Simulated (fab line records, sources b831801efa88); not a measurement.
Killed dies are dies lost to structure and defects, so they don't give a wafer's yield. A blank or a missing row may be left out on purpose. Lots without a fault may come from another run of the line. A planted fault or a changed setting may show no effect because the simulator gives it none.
Problem report in the 8D (eight disciplines) form, filled by code | flow sky130 | the parts of the form that need people (team, actions taken, sign-off) are left out

1. THE PROBLEM
cd_nm at SKY_LI_CONTACT_CD_MEAS_12 reads a mean of 156.1 nm on 3 wafers of 3 lots; wafers without a fault read 170.5 nm with a standard deviation of 1.8. That is -8.0 standard deviations from the usual mean.
The step: target cd 170 nm.
First seen on wafer L161.4, day 29 19:34, on cd_sem-01. The record holds 34 wafers of 12 lots with a number at this step. Rule for "out", or "out of limits": more than 4 standard deviations from the usual mean. The other wafers with a number count as sound.

2. WHAT IT IS AND WHAT IT IS NOT
question                    | is                     | is not
which readings at this step | cd_nm                  | -
which lots                  | L161, L162, L164       | L173, L174, L175, L176, L177, L178, L179, L180, L181
which wafers of those lots  | L161.4, L162.4, L164.1 | L161.3, L161.5, L162.5, L164.3
read on which gauges        | cd_sem-01, cd_sem-02   | -
when                        | from day 29 19:34      | up to then (2 sound wafers); but 29 sound wafers of L162, L164, L173, L174, L175, L176, L177, L178, L179, L180, L181 came after

3. SUSPECTS, AND WHAT RULES EACH OUT
Counting: a tool at a process step up to the reading stays a suspect if it ran every lot that is out. Sound lots after the first of them don't rule it out here, since some wafers of a struck lot are sound.
- the gauge at SKY_LI_CONTACT_CD_MEAS_12: ruled out. The wafers that are out were read on 2 gauges (cd_sem-01, cd_sem-02).
- plasma_asher-04 at SKY_POLY_CUT_STRIP_12 (strips in O2/N2): kept. It ran every lot that is out, first L161 (day 24 23:05).
- krf_scanner-02 at SKY_LI_CONTACT_EXPOSE_09 (exposes mask LICM1, target cd 170 nm): kept. It ran every lot that is out, first L161 (day 29 05:33).
Left after counting: plasma_asher-04 at SKY_POLY_CUT_STRIP_12, krf_scanner-02 at SKY_LI_CONTACT_EXPOSE_09.

4. THE CAUSE (what the simulator had put in)
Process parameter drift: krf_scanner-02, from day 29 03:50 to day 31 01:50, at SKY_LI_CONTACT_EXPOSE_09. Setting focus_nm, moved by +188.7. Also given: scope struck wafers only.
Counting left 2 suspects, and this tool is among them.

5. THE CHAIN OF EFFECTS, in route order
Each row: a reading whose mean over the struck wafers that have a number lies more than 3 standard deviations from the usual. Only readings for which the record gives a usual standard deviation are gone through. hours: the time from each lot's start at the first step in this table that gives one to its start at this step, as a median over the lots. sigmas: the change in usual standard deviations.
hours | step                      | reading | usual    | on struck wafers | change | sigmas
0     | SKY_LI_CONTACT_CD_MEAS_12 | cd_nm   | 170.5 nm | 156.1            | -14.4  | -8.0

6. WHAT WOULD HAVE CAUGHT IT SOONER
In this record the first reading out of limits at a measuring or inspecting step was taken at day 29 19:34, 16 hours after the fault began at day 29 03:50.
Of the tool readings at SKY_LI_CONTACT_EXPOSE_09 for which the record gives a usual standard deviation, none was out on any struck wafer, so an alarm limit of 4 standard deviations on them would not have fired.
Of the lots that are out (3), L164 began SKY_LI_CONTACT_EXPOSE_09 on krf_scanner-02 after day 29 19:34. A hold on the tool at that time would have spared it.
